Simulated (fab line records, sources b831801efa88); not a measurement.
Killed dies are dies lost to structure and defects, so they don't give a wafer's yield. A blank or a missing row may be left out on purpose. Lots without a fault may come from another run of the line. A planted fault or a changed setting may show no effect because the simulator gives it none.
A struck lot beside a sound one | flow sky130 | 15 steps out of a route of 708
Sound: wafers L966.1, L966.2, L966.3. Struck: wafers L973.1, L973.3, L973.5. The cause comes at the end.
At each step with rows: each side's tool, then ch and its chambers, then its first start. Under that, the readings that differ: sound wafers | struck wafers | difference of the means | sigmas: that difference in standard deviations of wafers without a fault.
alike: readings whose means differ by less than 2 such deviations, and words and numbers that are the same on both sides. not compared: withheld readings, readings that some wafer has no value for, bounds like >300 that may hide the same value, and numbers for which the record gives no deviation and whose values overlap.
The two part at a step that has a row with sigmas, a row that says differs or no value, or rows on one side only. Numbers that don't overlap but have no deviation are shown without sigmas and don't part them. A reading that every wafer of one side lacks parts them only if that side has two wafers or more.

SKY_METAL4_METAL_ETCH_18: etches the open film in Cl2/BCl3, stops on SiO2, target depth 845 nm, time 183.1 s.
  sound on rie_metal-03 ch 0,1, day 43 06:22; struck on rie_metal-01 ch 0, day 45 01:26
  reading                     | sound       | struck      | difference | sigmas
  drypump_motor_current_A (A) | 5.6 5.4 5.4 | 6.4 6.4 6.4 | +0.9       | +2
  alike: bias_w, mfc_cl2_sccm, oes_product_au, throttle_valve_pct
  not compared: rf_hours_counter_h
SKY_METAL4_STRIP_19: strips in O2/N2.
  sound on plasma_asher-04 ch 0,1, day 43 06:33; struck on plasma_asher-03 ch 0,1, day 45 01:37
  reading                      | sound          | struck         | difference | sigmas
  strip_time_to_endpoint_s (s) | 6.51 6.54 6.52 | 6.68 6.69 6.66 | +0.15      | +2
  alike: drypump_motor_current_A, oes_product_au
  not compared: rf_hours_counter_h
then, 4 steps without rows for these wafers: SKY_METAL4_STRIP_20 (strips in post etch residue remover, time 1200 s); SKY_METAL4_CLEAN_21 (cleans in IPA, time 180 s); SKY_METAL4_CLEAN_22 (cleans in O3/DIW); SKY_VIA4_HDPCVD_00 (deposits SiO2, target thk 1750 nm, time 291.7 s).
SKY_VIA4_THK_MEAS_01:
  sound on film_metro-01, day 43 07:20; struck on film_metro-02, day 45 02:25
  alike: VIA4_HDPCVD_THK
SKY_VIA4_CMP_02: polishes SiO2.
  sound on cmp-02 ch 0,1,3, day 43 07:23; struck on cmp-01 ch 0,3, day 45 02:28
  alike: motor_current_A
SKY_VIA4_BOW_MEAS_03:
  sound on film_metro-01, day 43 07:41; struck on film_metro-04, day 45 02:46
  alike: VIA4_BOW
then, 3 steps without rows for these wafers: SKY_VIA4_DEHYDRATE_04 (time 60 s); SKY_VIA4_HMDS_05 (prime time 60 s); SKY_VIA4_COAT_06 (resist thk 1140 nm).
SKY_VIA4_SOFTBAKE_07: time 60 s.
  sound on litho_track-01 ch 0, day 43 18:40; struck on litho_track-01 ch 0, day 45 13:10
  reading          | sound             | struck            | difference | sigmas
  run_length_s (s) | 89.12 89.23 89.17 | 95.05 94.90 94.99 | +5.81      | +36
  alike: exhaust_pa
then, 1 step without rows for these wafers: SKY_VIA4_EXPOSE_08 (exposes mask VIM4, target cd 800 nm).
-- the record jumps here: 3 days lie between the struck wafers' starts before and after (it left off in module VIA4 and takes up again in module PAD_OPEN, whose first step shown is number 708 of the route) --
SKY_PAD_OPEN_PROBE_99:
  sound on prober-02, day 47 03:11; struck on prober-01, day 48 15:05
  alike: defect_limited_yield, killed_at_M0_to_M3, killed_at_M4_up, killed_at_contacts, killed_at_front_end, killed_at_other, killed_dies, killed_open, killed_short, sort_bin_3_pad_short, sort_bin_5_function, sort_bin_6_memory, sort_n_pass, sort_yield_pct

WHERE THEY PART
First at SKY_METAL4_METAL_ETCH_18; last, within this record, at SKY_VIA4_SOFTBAKE_07. Later steps at which nothing parts them and some readings are alike: SKY_PAD_OPEN_PROBE_99.

WHY: what the simulator had put in
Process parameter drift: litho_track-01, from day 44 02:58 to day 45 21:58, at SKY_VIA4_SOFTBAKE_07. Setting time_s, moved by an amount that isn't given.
